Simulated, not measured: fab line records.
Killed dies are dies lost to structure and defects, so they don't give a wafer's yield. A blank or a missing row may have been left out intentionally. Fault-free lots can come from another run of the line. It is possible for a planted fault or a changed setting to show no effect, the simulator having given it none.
Matching of chambers | flow sky130 | 4 sister chambers for SKY_FIELD_ISO_CMP_27 on cmp-01
The step polishes, stops on Si3N4, t overpolish 16 s, target thk 457.8 nm. 14 wafers are shown with their chamber, then 7 later ones without.

WAFERS PAIRED WITH THEIR CHAMBERS
wafer  | chamber | motor-current-A (A) | head-pressure-psi (psi) | overpolish-run-s (s)
L712.2 | 2       | 11.1                | 4.005                   | 16.004
L712.4 | 1       | 12.1                | 4.006                   | 16.000
L712.5 | 3       | 12.4                | 3.999                   | 15.998
L713.1 | 2       | 11.2                | 3.983                   | 16.004
L713.3 | 0       | 9.7                 | 4.007                   | 15.989
L713.4 | 3       | 11.6                | 4.005                   | 15.996
L715.1 | 1       | 12.4                | 3.997                   | 15.999
L715.2 | 0       | 10.2                | 4.005                   | 16.006
L715.5 | 2       | 10.7                | 3.976                   | 16.016
L716.1 | 1       | 12.4                | 3.992                   | 15.992
L716.5 | 0       | 10.1                | 4.011                   | 15.986
L716.6 | 3       | 12.6                | 4.006                   | 16.005
L719.2 | 3       | 12.8                | 3.981                   | 16.005
L719.4 | 1       | 12.0                | 3.999                   | 16.017

SIGNATURES (averages over the wafers above)
reading           | chamber 0 | chamber 1 | chamber 2 | chamber 3 | scatter within a chamber
motor-current-A   | 10.000    | 12.225    | 11.000    | 12.350    | 0.352
head-pressure-psi | 4.00767   | 3.99850   | 3.98800   | 3.99775   | 0.0099
overpolish-run-s  | 15.99367  | 16.00200  | 16.00800  | 16.00100  | 0.00856
Rule: for a wafer and a chamber, the distance is found by dividing, reading by reading, the gap between the wafer's reading and the chamber's mean by the reading's scatter, squaring, summing and taking the root. The wafer belongs to the nearest chamber; if the next one is less than 2 further off, it can't be placed. The scatter: the root of (the sum of the squares of (reading less its chamber's mean) over the shown wafers, divided by (wafers less chambers)).

WAFERS MISSING THEIR CHAMBER
wafer  | motor-current-A (A) | head-pressure-psi (psi) | overpolish-run-s (s)
L719.6 | 9.5                 | 3.993                   | 15.998
L723.2 | 10.5                | 4.004                   | 16.007
L723.3 | 12.5                | 3.994                   | 15.997
L723.5 | 10.8                | 3.993                   | 15.983
L721.2 | 12.0                | 4.005                   | 16.003
L721.3 | 12.5                | 4.013                   | 15.994
L721.4 | 10.3                | 3.990                   | 16.000

WHICH CHAMBER EACH WENT THROUGH
wafer  | from the rows above               | in truth
L719.6 | 0                                 | 0
L723.2 | can't be placed: 0 or 2           | 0
L723.3 | can't be placed: 3 or 1           | 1
L723.5 | can't be placed: 0 or 2 or 1 or 3 | 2
L721.2 | can't be placed: 1 or 3           | 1
L721.3 | can't be placed: 3 or 1           | 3
L721.4 | can't be placed: 0 or 2           | 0
1 of 7 placed correctly. From these rows, 6 cannot be placed; in 6 the true chamber is one of the candidates. 0 placed wrongly.
